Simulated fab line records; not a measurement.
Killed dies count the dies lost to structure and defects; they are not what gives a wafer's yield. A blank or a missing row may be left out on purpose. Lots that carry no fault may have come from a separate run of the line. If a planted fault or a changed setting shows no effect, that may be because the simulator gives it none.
Matching of chambers ; flow gf180mcu ; 3 sister chambers for GF_PASSIVATION_CVD_02 on pecvd-04
The step deposits Si3N4, target thk 700 nm, time 486.18 s. 6 wafers are shown with their chamber, then 12 later ones without.

== WAFERS, EACH WITH ITS CHAMBER ==
wafer;chamber;heater power outer w (W);heater power w (W)
L084.2;2;322;571
L086.4;0;541;836
L086.5;1;505;782
L087.1;0;457;693
L087.3;2;329;567
L087.5;1;438;729

== WAFERS MISSING THEIR CHAMBER ==
wafer;heater power outer w (W);heater power w (W)
L090.2;494;772
L090.3;318;564
L090.4;382;657
L091.2;551;832
L091.4;510;792
L091.5;437;710
L092.3;424;676
L092.4;333;587
L092.6;452;724
L093.1;501;768
L093.4;388;625
L093.6;546;843

== EACH ONE'S CHAMBER ==
wafer;from the rows above;in truth
L090.2;can't be placed: 0 or 1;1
L090.3;2;2
L090.4;can't be placed: 2 or 1 or 0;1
L091.2;can't be placed: 0 or 1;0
L091.4;can't be placed: 0 or 1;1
L091.5;can't be placed: 1 or 0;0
L092.3;can't be placed: 1 or 0 or 2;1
L092.4;2;2
L092.6;can't be placed: 1 or 0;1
L093.1;can't be placed: 0 or 1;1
L093.4;can't be placed: 2 or 1 or 0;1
L093.6;can't be placed: 0 or 1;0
Placed correctly: 2 of 12. From these rows, 10 cannot be placed; in 10 the true chamber is one of the candidates. Number placed wrongly: 0.
How it was worked out, from the rows above alone: a wafer's distance from a chamber is the root of the sum, over the readings, of the square of ((its reading less the chamber's mean) divided by the reading's scatter). The wafer belongs to the nearest chamber; if the next one is less than 2 further off, it can't be placed. For every chamber, the mean is computed from those of its wafers that are shown. The scatter is the square root of a quotient: the sum, over the shown wafers, of each reading's squared deviation from its chamber's mean, divided by wafers minus chambers.
